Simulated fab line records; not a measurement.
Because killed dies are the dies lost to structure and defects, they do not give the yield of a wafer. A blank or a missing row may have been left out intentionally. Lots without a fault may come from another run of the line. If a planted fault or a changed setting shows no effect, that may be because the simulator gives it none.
Matching of chambers -- flow sky130 -- SKY_VIA4_CMP_21 on cmp-01 has 4 sister chambers
The step polishes, stops on SiO2, t overpolish 25 s, target thk 0 nm. 8 wafers are shown with their chamber, then 9 later ones without.

## WAFERS WITH THEIR CHAMBER
wafer,chamber,motor_current_A (A),time_to_endpoint_s (s)
L431.5,0,13.1,122
L432.1,0,13.0,121
L438.1,3,11.5,122
L438.3,2,10.9,115
L438.5,2,11.5,114
L439.2,3,12.2,118
L439.3,1,13.6,118
L439.6,1,13.7,121

## WAFERS WITHOUT THEIR CHAMBER
wafer,motor_current_A (A),time_to_endpoint_s (s)
L441.1,11.8,118
L441.3,12.9,121
L441.6,11.7,117
L445.1,12.5,123
L445.4,11.7,122
L445.5,10.9,119
L447.1,13.1,129
L447.4,13.7,127
L447.5,11.6,120

## WHICH CHAMBER EACH ONE RAN IN
wafer,from the rows above,in truth
L441.1,can't be placed: 3 or 2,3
L441.3,can't be placed: 0 or 1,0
L441.6,can't be placed: 3 or 2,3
L445.1,can't be placed: 0 or 3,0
L445.4,3,3
L445.5,can't be placed: 2 or 3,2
L447.1,can't be placed: 0 or 1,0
L447.4,can't be placed: 0 or 1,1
L447.5,3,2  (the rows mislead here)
1 of 9 placed correctly. From these rows, 7 cannot be placed; in 7 the true chamber is one of the candidates. Number placed wrongly: 1.
How it was worked out, from the rows above alone: a wafer's distance from a chamber is the root of the sum, over the readings, of the square of ((its reading less the chamber's mean) divided by the reading's scatter). The wafer belongs to the nearest chamber; if the next one is less than 2 further off, it can't be placed. Each chamber's mean is taken over the wafers shown for it. The scatter: take each reading less its chamber's mean, square it, sum over the shown wafers, divide by the number of wafers less the number of chambers, and take the root.
